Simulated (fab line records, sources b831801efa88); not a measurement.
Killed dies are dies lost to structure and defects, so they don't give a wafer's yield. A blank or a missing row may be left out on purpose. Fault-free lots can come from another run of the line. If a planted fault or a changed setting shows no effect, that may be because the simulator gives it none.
fab line records ; flow sfq-line
record: lots: 14; wafers: 42; last-day: 91
route steps=325 shown M0@38 I1@73
lots with no fault: from the same line, run without faults
start-h: the number of hours between the record's first day and the start of the first shown wafer of the lot ; wait-h: hours elapsed since this lot's preceding step ; " as in the row above ; L1.1+2: several wafers, shown together as one row ; - no value present, or no start provided ; * or withheld: withheld ; < > ~ a bound
route shown NAME@n: a module of which the file shows steps, and the number in the route of the first ; usual: the fault-free wafers' mean and standard deviation ; same: alike in all rows ; chamber/n: place in a boat ; sites: each site's reading ; _std_site: the standard deviation of these ; _edge_site: outer sites' mean less inner sites' ; radius-mm: for every site, how far away it sits from the centre of the wafer ; mask NAME#n: copy n ; behind: the tool/chamber that last shaped the wafer ; hold: why the lot went on hold/how many hours it stayed there/how the hold came to an end ; device: names the non-switching transistor (n, p or np) ; end of line: at the end of the route, the tests of the same wafers ; for a step that has no rows: nothing shown but its recipe ; killed: at the first sort, the dies lost to defects and structure; wafer yield is something else ; map: shows each die of a wafer: x if killed, . if not, _ if none is there
set.NAME: the setting that was run; set.NAME@STEP: the one run at that earlier step ; model.NAME: the simulator's own value behind a step, which no gauge read
one table for each step of the route and one row for each wafer, over a sample of lots
services: a tool's chamber out of use, with start hour (start-h, from the record's first day; less than 0 if before it), hours out, and reason
== steps ==
step: SFQ_M0_OVL_MEAS_906
usual: M0_OVL: -3/6.3
lot.wafer;tool;chamber;start-h;wait-h;M0_OVL[nm]
L714.1;overlay-02;-;116.89;0.1;-4
L714.2;overlay-02;-;116.89;0.1;-5
L714.6;overlay-02;-;116.89;0.1;-5
L715.1;overlay-01;-;122.89;0.1;-15
L715.4;overlay-01;-;122.89;0.1;-6
L715.6;overlay-01;-;122.89;0.1;-10
L717.2;overlay-02;-;133.70;0.1;-12
L717.5;overlay-02;-;133.70;0.1;-4
L717.6;overlay-02;-;133.70;0.1;-7
L718.1;overlay-02;-;139.69;0.1;-1
L718.4;overlay-02;-;139.69;0.1;-6
L718.6;overlay-02;-;139.69;0.1;-2
L719.1;overlay-01;-;145.49;0.1;-9
L719.4;overlay-01;-;145.49;0.1;-3
L719.6;overlay-01;-;145.49;0.1;-4
L722.1;overlay-02;-;175.45;0.1;2
L722.2;overlay-02;-;175.45;0.1;3
L722.3;overlay-02;-;175.45;0.1;-4
L723.1;overlay-01;-;179.05;0.1;-11
L723.2;overlay-01;-;179.05;0.1;-12
L723.6;overlay-01;-;179.05;0.1;-11
L729.1;overlay-01;-;213.50;0.1;6
L729.3;overlay-01;-;213.50;0.1;1
L729.4;overlay-01;-;213.50;0.1;0
L730.1;overlay-02;-;217.10;0.1;-6
L730.4;overlay-02;-;217.10;0.1;-16
L730.6;overlay-02;-;217.10;0.1;-12
L731.1;overlay-01;-;220.70;0.1;5
L731.3;overlay-01;-;220.70;0.1;3
L731.6;overlay-01;-;220.70;0.1;6
L733.2;overlay-02;-;233.90;0.1;-7
L733.5;overlay-02;-;233.90;0.1;-13
L733.6;overlay-02;-;233.90;0.1;-8
L734.2;overlay-02;-;238.70;0.1;0
L734.3;overlay-02;-;238.70;0.1;-7
L734.5;overlay-02;-;238.70;0.1;-1
L735.2;overlay-01;-;247.10;0.1;-5
L735.3;overlay-01;-;247.10;0.1;-7
L735.6;overlay-01;-;247.10;0.1;-7
L737.1;overlay-01;-;256.70;0.1;5
L737.2;overlay-01;-;256.70;0.1;-2
L737.4;overlay-01;-;256.70;0.1;7
step: SFQ_TRILAYER_I1_DEP_PECVD_045
recipe: material: SiO2; temp-c: 150; time-s: 111.11; pressure-torr: 2.4; rf-w: 183.3; precursor: SiH4/N2O; target-thk-nm: 500
usual: heater-power-w: 86/9.1; run-length-s: 139.1/0.65; throttle-valve-pct: 24.1/1.3
lot.wafer;tool;chamber;start-h;wait-h;heater-power-w;run-length-s;throttle-valve-pct
L714.1;pecvd-01;2;250.49;0.0;100;139.2;23.1
L714.2;pecvd-01;1;250.49;0.0;86;139.0;24.0
L714.6;pecvd-01;2;250.49;0.0;104;138.6;23.5
L715.1;pecvd-02;1;256.49;0.0;91;139.4;23.7
L715.4;pecvd-02;2;256.49;0.0;97;139.5;24.3
L715.6;pecvd-02;0;256.49;0.0;78;140.6;24.7
L717.2;pecvd-04;2;270.89;0.0;85;138.7;22.2
L717.5;pecvd-04;2;270.89;0.0;90;138.9;22.3
L717.6;pecvd-04;1;270.89;0.0;79;140.3;22.3
L718.1;pecvd-04;2;276.89;0.0;94;138.7;21.9
L718.4;pecvd-04;2;276.89;0.0;95;138.3;21.8
L718.6;pecvd-04;1;276.89;0.0;77;139.8;22.2
L719.1;pecvd-02;0;278.09;0.0;71;140.1;25.0
L719.4;pecvd-02;0;278.09;0.0;76;139.5;24.8
L719.6;pecvd-02;2;278.09;0.0;92;139.4;24.2
L722.1;pecvd-04;0;299.95;0.0;83;138.8;23.6
L722.2;pecvd-04;1;299.95;0.0;83;139.8;22.1
L722.3;pecvd-04;2;299.95;0.0;99;138.5;22.2
L723.1;pecvd-04;0;304.49;0.0;90;138.5;24.0
L723.2;pecvd-04;1;304.49;0.0;75;139.4;22.1
L723.6;pecvd-04;0;304.49;0.0;91;138.3;23.7
L729.1;pecvd-02;0;353.90;0.0;74;132.4;25.6
L729.3;pecvd-02;2;353.90;0.0;86;139.9;24.5
L729.4;pecvd-02;0;353.90;0.0;75;139.4;25.2
L730.1;pecvd-02;2;358.70;0.0;96;132.6;24.5
L730.4;pecvd-02;1;358.70;0.0;88;139.2;24.5
L730.6;pecvd-02;2;358.70;0.0;98;132.6;24.3
L731.1;pecvd-01;0;369.80;0.0;79;137.8;27.0
L731.3;pecvd-01;2;369.80;0.0;109;138.8;23.5
L731.6;pecvd-01;2;369.80;0.0;108;138.1;22.8
L733.2;pecvd-01;1;389.33;0.0;91;139.1;24.5
L733.5;pecvd-01;2;389.33;0.0;99;138.1;23.5
L733.6;pecvd-01;1;389.33;0.0;72;139.2;24.5
L734.2;pecvd-04;2;391.50;0.0;92;138.7;22.4
L734.3;pecvd-04;0;391.50;0.0;82;138.5;24.4
L734.5;pecvd-04;0;391.50;0.0;85;138.2;24.6
L735.2;pecvd-04;0;399.90;0.0;79;138.8;24.4
L735.3;pecvd-04;2;399.90;0.0;91;138.9;22.4
L735.6;pecvd-04;2;399.90;0.0;93;138.8;22.3
L737.1;pecvd-01;1;414.30;0.0;89;139.2;24.4
L737.2;pecvd-01;0;414.30;0.0;80;138.2;27.2
L737.4;pecvd-01;1;414.30;0.0;90;139.3;24.5
step: SFQ_TRILAYER_I1_CMP_CMP_046
recipe: material: SiO2; down-force-psi: 3; platen-rpm: 60; pad-velocity-m-s: 0.94248
usual: motor-current-A: 10.2/1.4; retaining-ring-pressure-frac: 1.000/0.0048; time-to-endpoint-s: 217/7.4
lot.wafer;tool;chamber;start-h;wait-h;motor-current-A;retaining-ring-pressure-frac;time-to-endpoint-s
L714.2;cmp-01;3;252.60;2.1;10.1;1.010;207
L714.1;cmp-01;2;254.10;3.6;10.5;0.997;203
L714.6;cmp-01;0;255.10;4.5;12.0;1.004;205
L715.4;cmp-01;1;258.60;2.0;7.8;1.002;226
L715.1;cmp-01;0;260.10;3.6;12.6;1.004;216
L715.6;cmp-01;2;261.10;4.5;10.4;0.995;213
L717.2;cmp-02;3;284.59;13.7;8.3;1.009;207
L717.6;cmp-02;2;286.09;15.1;11.8;1.002;214
L717.5;cmp-02;3;286.09;15.1;8.7;1.009;217
L718.1;cmp-02;3;287.09;10.2;8.4;1.003;219
L718.4;cmp-02;0;287.09;10.2;11.1;1.005;233
L718.6;cmp-02;0;289.59;12.6;11.0;1.006;221
L719.4;cmp-02;0;290.09;11.9;10.4;0.995;218
L719.1;cmp-02;3;291.59;13.5;8.7;0.998;216
L719.6;cmp-02;1;292.59;14.4;10.8;0.993;226
L722.1;cmp-01;2;308.17;8.2;10.8;0.997;214
L722.2;cmp-01;3;308.17;8.2;10.1;0.996;204
L722.3;cmp-01;1;309.67;9.7;7.7;1.006;223
L723.2;cmp-01;1;314.17;9.6;8.0;1.000;222
L723.1;cmp-01;3;315.17;10.6;10.5;0.999;211
L723.6;cmp-01;1;316.17;11.6;7.3;0.994;232
L729.1;cmp-01;2;356.08;2.1;10.7;1.003;187
L729.3;cmp-01;3;356.08;2.1;10.5;0.999;206
L729.4;cmp-01;0;356.08;2.1;12.4;1.004;211
L730.1;cmp-01;3;361.58;2.8;10.3;0.998;183
L730.4;cmp-01;0;361.58;2.8;12.2;0.996;214
L730.6;cmp-01;0;364.08;5.3;12.6;0.994;190
L731.1;cmp-01;2;371.36;1.5;10.9;0.994;213
L731.3;cmp-01;1;372.86;3.0;7.6;1.001;219
L731.6;cmp-01;2;372.86;3.0;10.7;1.006;217
L733.2;cmp-02;0;389.41;0.0;10.2;1.003;219
L733.5;cmp-02;0;391.41;2.0;10.3;1.004;224
L733.6;cmp-02;1;391.41;2.0;9.8;1.000;225
L734.3;cmp-01;3;392.00;0.5;10.1;1.000;209
L734.2;cmp-01;0;392.00;0.5;12.6;0.996;214
L734.5;cmp-01;0;394.50;2.9;12.1;1.002;215
L735.2;cmp-02;3;403.87;3.9;8.5;0.998;216
L735.3;cmp-02;0;403.87;3.9;10.0;1.004;225
L735.6;cmp-02;2;405.37;5.4;11.5;1.000;229
L737.1;cmp-02;0;418.37;4.0;10.7;1.002;208
L737.2;cmp-02;1;418.37;4.0;10.0;0.999;202
L737.4;cmp-02;2;418.37;4.0;11.8;1.006;217
step: SFQ_I1_OVL_MEAS_913
usual: I1_OVL: 0/5.4
lot.wafer;tool;chamber;start-h;wait-h;I1_OVL[nm]
L714.1;overlay-01;-;381.81;0.1;4
L714.2;overlay-01;-;381.81;0.1;8
L714.6;overlay-01;-;381.81;0.1;7
L715.1;overlay-01;-;389.11;0.1;-1
L715.4;overlay-01;-;389.11;0.1;1
L715.6;overlay-01;-;389.11;0.1;-2
L717.2;overlay-01;-;416.71;0.1;1
L717.5;overlay-01;-;416.71;0.1;0
L717.6;overlay-01;-;416.71;0.1;4
L718.1;overlay-01;-;420.31;0.1;7
L718.4;overlay-01;-;420.31;0.1;8
L718.6;overlay-01;-;420.31;0.1;11
L719.1;overlay-01;-;422.71;0.1;3
L719.4;overlay-01;-;422.71;0.1;2
L719.6;overlay-01;-;422.71;0.1;4
L722.1;overlay-01;-;446.26;0.1;8
L722.2;overlay-01;-;446.26;0.1;13
L722.3;overlay-01;-;446.26;0.1;12
L723.1;overlay-01;-;460.23;0.1;0
L723.2;overlay-01;-;460.23;0.1;3
L723.6;overlay-01;-;460.23;0.1;4
L729.1;overlay-01;-;512.80;0.1;-19
L729.3;overlay-01;-;512.80;0.1;-14
L729.4;overlay-01;-;512.80;0.1;-13
L730.1;overlay-02;-;517.60;0.1;1
L730.4;overlay-02;-;517.60;0.1;3
L730.6;overlay-02;-;517.60;0.1;5
L731.1;overlay-02;-;527.20;0.1;2
L731.3;overlay-02;-;527.20;0.1;1
L731.6;overlay-02;-;527.20;0.1;-3
L733.2;overlay-02;-;541.19;0.1;-1
L733.5;overlay-02;-;541.19;0.1;2
L733.6;overlay-02;-;541.19;0.1;-4
L734.2;overlay-02;-;553.19;0.1;-3
L734.3;overlay-02;-;553.19;0.1;1
L734.5;overlay-02;-;553.19;0.1;2
L735.2;overlay-01;-;566.49;0.1;-2
L735.3;overlay-01;-;566.49;0.1;6
L735.6;overlay-01;-;566.49;0.1;0
L737.1;overlay-02;-;583.28;0.1;1
L737.2;overlay-02;-;583.28;0.1;1
L737.4;overlay-02;-;583.28;0.1;4
step: SFQ_TRILAYER_I1_VIA_STRIP_STRIP_053
recipe: gas: O2; power-w: 200; platen-temp-c: 40; overash-fraction: 0.65; chemistry: O2; pressure-mtorr: 50
usual: drypump-motor-current-A: 5.3/0.41; oes-product-au: 1.003/0.0084
lot.wafer;tool;chamber;start-h;wait-h;drypump-motor-current-A;oes-product-au;rf-hours-counter-h
L714.1;rie-metal-01;0;382.00;-;5.8;0.996;72
L714.2;rie-metal-01;1;382.00;-;5.0;1.005;52
L714.6;rie-metal-01;1;382.00;-;5.0;1.001;-
L715.1;rie-metal-03;1;389.30;-;4.9;1.006;154
L715.4;rie-metal-03;0;389.30;-;5.6;1.008;-
L715.6;rie-metal-03;1;389.30;-;4.9;0.998;-
L717.2;rie-metal-03;0;416.90;-;5.6;1.007;153
L717.5;rie-metal-03;1;416.90;-;4.9;1.004;-
L717.6;rie-metal-03;0;416.90;-;5.7;1.011;-
L718.1;rie-metal-01;0;420.50;-;5.8;1.002;80
L718.4;rie-metal-01;1;420.50;-;5.0;1.009;-
L718.6;rie-metal-01;1;420.50;-;5.0;1.017;-
L719.1;rie-metal-02;0;422.90;-;5.8;0.999;112
L719.4;rie-metal-02;1;422.90;-;4.8;1.008;-
L719.6;rie-metal-02;1;422.90;-;4.8;0.999;-
L722.1;rie-metal-03;0;446.45;-;5.7;1.001;159
L722.2;rie-metal-03;1;446.45;-;4.9;0.997;163
L722.3;rie-metal-03;1;446.45;-;4.9;0.999;-
L723.1;rie-metal-02;1;460.42;-;4.8;0.996;63
L723.2;rie-metal-02;0;460.42;-;5.8;1.005;116
L723.6;rie-metal-02;0;460.42;-;5.8;1.015;-
L729.1;rie-metal-03;0;512.99;-;5.6;1.010;171
L729.3;rie-metal-03;0;512.99;-;5.7;1.013;-
L729.4;rie-metal-03;0;512.99;-;5.6;1.002;-
L730.1;rie-metal-01;1;517.79;-;5.0;0.999;75
L730.4;rie-metal-01;1;517.79;-;5.0;0.994;-
L730.6;rie-metal-01;1;517.79;-;5.0;0.995;-
L731.1;rie-metal-03;1;527.39;-;4.9;1.009;0
L731.3;rie-metal-03;1;527.39;-;4.9;1.018;-
L731.6;rie-metal-03;1;527.39;-;4.9;1.013;-
L733.2;rie-metal-03;1;541.57;-;4.9;1.003;-
L733.5;rie-metal-03;1;541.57;-;4.9;1.010;-
L733.6;rie-metal-03;1;541.57;-;4.9;1.007;-
L734.2;rie-metal-03;0;553.37;-;5.6;0.996;0
L734.3;rie-metal-03;1;553.37;-;4.9;0.992;-
L734.5;rie-metal-03;0;553.37;-;5.7;0.991;-
L735.2;rie-metal-03;0;566.67;-;5.6;0.995;2
L735.3;rie-metal-03;1;566.67;-;4.9;0.999;-
L735.6;rie-metal-03;1;566.67;-;4.9;1.003;-
L737.1;rie-metal-03;1;583.47;-;4.9;1.005;11
L737.2;rie-metal-03;0;583.47;-;5.7;0.998;5
L737.4;rie-metal-03;0;583.47;-;5.6;1.000;-
== services ==
tool;chamber;start-h;hours;kind
cmp-02;-;233.79;4.0;pm
cmp-02;-;258.79;6.4;pm
cmp-01;-;267.60;7.6;pm
cmp-02;-;274.08;1.0;repair
cmp-02;-;274.16;0.5;repair
cmp-01;-;278.40;0.3;repair
rie-metal-03;1;313.36;6.5;repair
pecvd-04;0;314.27;8.1;repair
cmp-01;-;323.24;0.9;repair
cmp-01;-;328.69;2.9;repair
pecvd-04;-;344.88;2.8;pm
cmp-02;-;367.25;0.7;repair
cmp-02;-;371.11;0.8;repair
rie-metal-03;1;390.97;9.3;repair
cmp-02;-;394.77;1.0;repair
pecvd-04;-;406.33;4.8;repair
cmp-01;-;410.80;4.0;pm
cmp-02;-;458.36;0.6;repair
rie-metal-03;-;479.56;0.6;repair
cmp-02;-;507.42;0.5;repair
cmp-01;-;547.12;1.7;repair
cmp-01;-;550.10;0.3;repair
cmp-01;-;558.56;5.6;repair
cmp-01;-;571.91;4.4;pm
== key ==
first-sign: step: SFQ_TRILAYER_I1_DEP_PECVD_045; reading: run-length-s; direction: down; sigmas: 10; usual: *; struck: *
effect: step: SFQ_TRILAYER_I1_CMP_CMP_046; reading: time-to-endpoint-s; direction: down; sigmas: 4.1; usual: *; struck: *
met-at SFQ_TRILAYER_I1_DEP_PECVD_045
struck-lots L729,L730
struck-wafers L729.1,L730.1,L730.6
not-acting-at SFQ_M0_OVL_MEAS_906,SFQ_I1_OVL_MEAS_913,SFQ_TRILAYER_I1_VIA_STRIP_STRIP_053
onset-between 278.09 353.90
fault: kind: process-parameter-drift; tool: pecvd-02; chamber: -; onset-h: 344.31; steps: SFQ_TRILAYER_I1_DEP_PECVD_045; channel: time-s; offset: *; shape: step; end-h: 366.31; scope: struck-wafers-only; acts-in: *; stated: *
